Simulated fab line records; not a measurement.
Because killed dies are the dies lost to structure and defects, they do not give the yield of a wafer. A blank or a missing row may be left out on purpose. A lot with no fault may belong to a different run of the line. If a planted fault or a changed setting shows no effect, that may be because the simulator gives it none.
fab line records + flow gf180mcu
[record]
- lots = 5
- wafers = 15
- lastDay = 33
route steps=602 shown HV_LDD@201
lots that met no fault: from a run of the same line without faults
startH: the number of hours between the record's first day and the start of the first shown wafer of the lot + waitH: hours since the lot's step before + " the same as in the row above + L1.1+2: one row covering several wafers at once + - no value, or no start given + * or withheld: withheld + < > ~ a bound
route shown NAME@n: names a module that has steps shown in the file, with the first one's number in the route + usual: average and standard deviation across the fault-free wafers + same: alike in all rows + chamber/n: place in a boat + sites: readings site by site + _std_site: standard deviation across them + _edge_site: the outer-site mean with the inner-site mean subtracted + radiusMm: how far each site lies from the wafer's centre + mask NAME#n: copy n + behind: tool/chamber where the wafer was last shaped + hold: the reason the lot was held/the length of the hold in hours/how it ended + device: the transistor (n, p or np) that didn't switch + end of line: the route-end tests of the same wafers + where a step has no rows: the recipe by itself + killed: count of dies lost to structure and defects at first sort (not the wafer's yield) + map: per-die view of a wafer (x killed, . not killed, _ where there is no die)
set.NAME: setting as actually run; set.NAME@STEP: the setting as run at that earlier step + model.NAME: the simulator's own value behind a step, which no gauge read
lots seen at some steps along the route; tables by step, rows by wafer
services: the hour from which a tool's chamber was out of use, counted from the record's first day as startH (under 0 if before that day), plus the number of hours and why
[[steps]]
[step GF_HV_LDD_HMDS_25]
[recipe]
- primeTimeS = 60
- primeTempC = 120
[usual]
- primeTempC = 119.99/0.13
- resistLineTempC = 23.00/0.1
| lot.wafer | tool          | chamber | startH | waitH | primeTempC | resistLineTempC |
|-----------|---------------|---------|--------|-------|------------|-----------------|
| L075.1    | lithoTrack-04 | 0       | 253.99 | 0.1   | 119.90     | 23.05           |
| L075.2    | "             | 0       | "      | "     | 120.06     | 23.22           |
| L075.3    | "             | 0       | "      | "     | 120.09     | 23.05           |
| L082.3    | lithoTrack-03 | 0       | 306.50 | 0.1   | 119.83     | 23.17           |
| L082.4    | "             | 0       | "      | "     | 119.78     | 22.96           |
| L082.6    | "             | 0       | "      | "     | 120.05     | 23.10           |
| L085.1    | lithoTrack-03 | 0       | 332.70 | 0.1   | 120.02     | 23.06           |
| L085.3    | "             | 0       | "      | "     | 120.07     | 22.99           |
| L085.5    | "             | 0       | "      | "     | 119.76     | 23.01           |
| L091.1    | lithoTrack-01 | 0       | 375.77 | 0.1   | 119.87     | 22.95           |
| L091.2    | "             | 0       | "      | "     | 119.99     | 22.95           |
| L091.3    | "             | 0       | "      | "     | 119.89     | 23.09           |
| L093.2    | lithoTrack-03 | 0       | 389.28 | 0.1   | 119.99     | 23.10           |
| L093.4    | "             | 0       | "      | "     | 119.82     | 23.07           |
| L093.5    | "             | 0       | "      | "     | 119.89     | 23.00           |
[step GF_HV_LDD_COAT_26]
[recipe]
- resist = NOVOLAK
- spinRpm = 3000
- resistThkNm = 1000
[usual]
- dispensePressureKPa = 47.9/2
- resistLineTempC = 23.00/0.095
| lot.wafer | tool          | chamber | startH | waitH | dispensePressureKPa | resistLineTempC |
|-----------|---------------|---------|--------|-------|---------------------|-----------------|
| L075.1    | lithoTrack-04 | 0       | 254.14 | 0.1   | 49.9                | 23.06           |
| L075.2    | "             | 0       | "      | "     | 50.0                | 23.00           |
| L075.3    | "             | 0       | "      | "     | 49.9                | 22.97           |
| L082.3    | lithoTrack-03 | 0       | 306.65 | 0.1   | 48.2                | 22.91           |
| L082.4    | "             | 0       | "      | "     | 48.2                | 23.06           |
| L082.6    | "             | 0       | "      | "     | 48.2                | 23.03           |
| L085.1    | lithoTrack-03 | 0       | 332.85 | 0.1   | 48.1                | 22.99           |
| L085.3    | "             | 0       | "      | "     | 48.2                | 22.88           |
| L085.5    | "             | 0       | "      | "     | 48.1                | 22.86           |
| L091.1    | lithoTrack-01 | 0       | 375.92 | 0.1   | 45.3                | 23.05           |
| L091.2    | "             | 0       | "      | "     | 45.3                | 22.92           |
| L091.3    | "             | 0       | "      | "     | 45.3                | 22.91           |
| L093.2    | lithoTrack-03 | 0       | 389.43 | 0.1   | 48.2                | 23.08           |
| L093.4    | "             | 0       | "      | "     | 48.1                | 23.13           |
| L093.5    | "             | 0       | "      | "     | 48.2                | 22.83           |
[step GF_HV_LDD_SOFTBAKE_27]
[recipe]
- tempC = 90
- timeS = 60
- resist = NOVOLAK
[usual]
- resistLineTempC = 23.01/0.11
| lot.wafer | tool          | chamber | startH | waitH | resistLineTempC |
|-----------|---------------|---------|--------|-------|-----------------|
| L075.1    | lithoTrack-04 | 0       | 254.29 | 0.1   | 23.08           |
| L075.2    | "             | 0       | "      | "     | 22.92           |
| L075.3    | "             | 0       | "      | "     | 23.06           |
| L082.3    | lithoTrack-03 | 0       | 306.80 | 0.1   | 23.13           |
| L082.4    | "             | 0       | "      | "     | 22.97           |
| L082.6    | "             | 0       | "      | "     | 23.08           |
| L085.1    | lithoTrack-03 | 0       | 333.00 | 0.1   | 22.98           |
| L085.3    | "             | 0       | "      | "     | 23.05           |
| L085.5    | "             | 0       | "      | "     | 23.12           |
| L091.1    | lithoTrack-01 | 0       | 376.07 | 0.1   | 22.99           |
| L091.2    | "             | 0       | "      | "     | 22.97           |
| L091.3    | "             | 0       | "      | "     | 23.03           |
| L093.2    | lithoTrack-03 | 0       | 389.58 | 0.1   | 22.88           |
| L093.4    | "             | 0       | "      | "     | 22.86           |
| L093.5    | "             | 0       | "      | "     | 22.86           |
[step GF_HV_LDD_EXPOSE_28]
[recipe]
- maskId = Nplus_HV_AREA
- targetCdNm = 400
- na = 0.6
- sourceShape = conventional
- sigmaOuter = 0.6
- doseMj = 140
[same]
- sigmaOuter = 0.6
| lot.wafer  | tool            | chamber | startH | waitH | mask            |
|------------|-----------------|---------|--------|-------|-----------------|
| L075.1+2+3 | ilineStepper-02 | 0       | -      | -     | Nplus_HV_AREA#0 |
| L082.3+4+6 | ilineStepper-01 | 0       | -      | -     | Nplus_HV_AREA#0 |
| L085.1+3+5 | ilineStepper-02 | 0       | -      | -     | Nplus_HV_AREA#0 |
| L091.1+2+3 | ilineStepper-01 | 0       | -      | -     | Nplus_HV_AREA#0 |
| L093.2+4+5 | ilineStepper-02 | 0       | -      | -     | Nplus_HV_AREA#0 |
[step GF_HV_LDD_PEB_29]
[recipe]
- tempC = withheld
- timeS = *
- resist = NOVOLAK
[usual]
- resistLineTempC = *
| lot.wafer | tool          | chamber | startH | waitH | resistLineTempC |
|-----------|---------------|---------|--------|-------|-----------------|
| L075.1    | lithoTrack-04 | 0       | -      | -     | *               |
| L075.2    | "             | 0       | "      | "     | *               |
| L075.3    | "             | 0       | "      | "     | *               |
| L082.3    | lithoTrack-01 | 0       | -      | -     | *               |
| L082.4    | "             | 0       | "      | "     | *               |
| L082.6    | "             | 0       | "      | "     | *               |
| L085.1    | lithoTrack-01 | 0       | -      | -     | *               |
| L085.3    | "             | 0       | "      | "     | *               |
| L085.5    | "             | 0       | "      | "     | *               |
| L091.1    | lithoTrack-04 | 0       | -      | -     | *               |
| L091.2    | "             | 0       | "      | "     | *               |
| L091.3    | "             | 0       | "      | "     | *               |
| L093.2    | lithoTrack-03 | 0       | -      | -     | *               |
| L093.4    | "             | 0       | "      | "     | *               |
| L093.5    | "             | 0       | "      | "     | *               |
[step GF_HV_LDD_DEVELOP_30]
[recipe]
- developTimeS = 60
- devTempC = 23
[usual]
- resistLineTempC = 23.01/0.11
| lot.wafer | tool          | chamber | startH | waitH | resistLineTempC |
|-----------|---------------|---------|--------|-------|-----------------|
| L075.1    | lithoTrack-04 | 0       | 263.69 | 0.1   | 23.05           |
| L075.2    | "             | 0       | "      | "     | 23.08           |
| L075.3    | "             | 0       | "      | "     | 23.05           |
| L082.3    | lithoTrack-01 | 0       | 316.42 | 0.1   | 22.88           |
| L082.4    | "             | 0       | "      | "     | 22.93           |
| L082.6    | "             | 0       | "      | "     | 22.84           |
| L085.1    | lithoTrack-01 | 0       | 343.92 | 0.1   | 22.94           |
| L085.3    | "             | 0       | "      | "     | 22.95           |
| L085.5    | "             | 0       | "      | "     | 22.99           |
| L091.1    | lithoTrack-04 | 0       | 387.29 | 0.1   | 22.92           |
| L091.2    | "             | 0       | "      | "     | 23.09           |
| L091.3    | "             | 0       | "      | "     | 23.09           |
| L093.2    | lithoTrack-03 | 0       | 400.88 | 0.1   | 22.96           |
| L093.4    | "             | 0       | "      | "     | 22.72           |
| L093.5    | "             | 0       | "      | "     | 22.83           |
[step GF_HV_LDD_CD_MEAS_31]
[recipe]
- targetCdNm = 400
[usual]
- cdNm = 399.9/1.7
| lot.wafer | tool     | chamber | startH | waitH | cdNm  |
|-----------|----------|---------|--------|-------|-------|
| L075.1    | cdSem-02 | -       | 263.84 | 0.1   | 399.3 |
| L075.2    | "        | -       | "      | "     | 400.6 |
| L075.3    | "        | -       | "      | "     | 399.6 |
| L082.3    | cdSem-02 | -       | 316.56 | 0.1   | 399.1 |
| L082.4    | "        | -       | "      | "     | 399.4 |
| L082.6    | "        | -       | "      | "     | 399.3 |
| L085.1    | cdSem-02 | -       | 344.07 | 0.1   | 398.1 |
| L085.3    | "        | -       | "      | "     | 398.6 |
| L085.5    | "        | -       | "      | "     | 397.7 |
| L091.1    | cdSem-01 | -       | 387.44 | 0.1   | 401.4 |
| L091.2    | "        | -       | "      | "     | 399.7 |
| L091.3    | "        | -       | "      | "     | 402.8 |
| L093.2    | cdSem-01 | -       | 401.02 | 0.1   | 396.9 |
| L093.4    | "        | -       | "      | "     | 396.2 |
| L093.5    | "        | -       | "      | "     | 396.8 |
[step GF_HV_LDD_OVL_MEAS_32]
[usual]
- HV_LDD_02_OVL = -0.5/1.6
| lot.wafer | tool       | chamber | startH | waitH | HV_LDD_02_OVL[nm] |
|-----------|------------|---------|--------|-------|-------------------|
| L075.1    | overlay-01 | -       | 263.96 | 0.1   | -1.1              |
| L075.2    | "          | -       | "      | "     | -1.7              |
| L075.3    | "          | -       | "      | "     | -1.1              |
| L082.3    | overlay-01 | -       | 316.66 | 0.1   | -2.7              |
| L082.4    | "          | -       | "      | "     | -0.2              |
| L082.6    | "          | -       | "      | "     | -0.2              |
| L085.1    | overlay-01 | -       | 344.19 | 0.1   | -1.1              |
| L085.3    | "          | -       | "      | "     | -0.7              |
| L085.5    | "          | -       | "      | "     | -0.2              |
| L091.1    | overlay-02 | -       | 387.56 | 0.1   | -0.6              |
| L091.2    | "          | -       | "      | "     | -3.0              |
| L091.3    | "          | -       | "      | "     | -2.1              |
| L093.2    | overlay-01 | -       | 401.13 | 0.1   | -2.3              |
| L093.4    | "          | -       | "      | "     | -1.5              |
| L093.5    | "          | -       | "      | "     | -2.4              |
[[services]]
| tool            | chamber | startH | hours | kind                   |
|-----------------|---------|--------|-------|------------------------|
| ilineStepper-01 | -       | 309.10 | 10.2  | repair                 |
| ilineStepper-01 | -       | 319.28 | 2.1   | pm                     |
| ilineStepper-01 | -       | 321.36 | -     | consumableReplace:lamp |
| ilineStepper-02 | -       | 363.18 | 4.4   | repair                 |
| ilineStepper-02 | -       | 374.20 | 1.7   | pm                     |
| ilineStepper-01 | -       | 383.69 | 1.7   | pm                     |
| ilineStepper-02 | -       | 394.01 | 4.4   | pm                     |
[[key]]
fault none
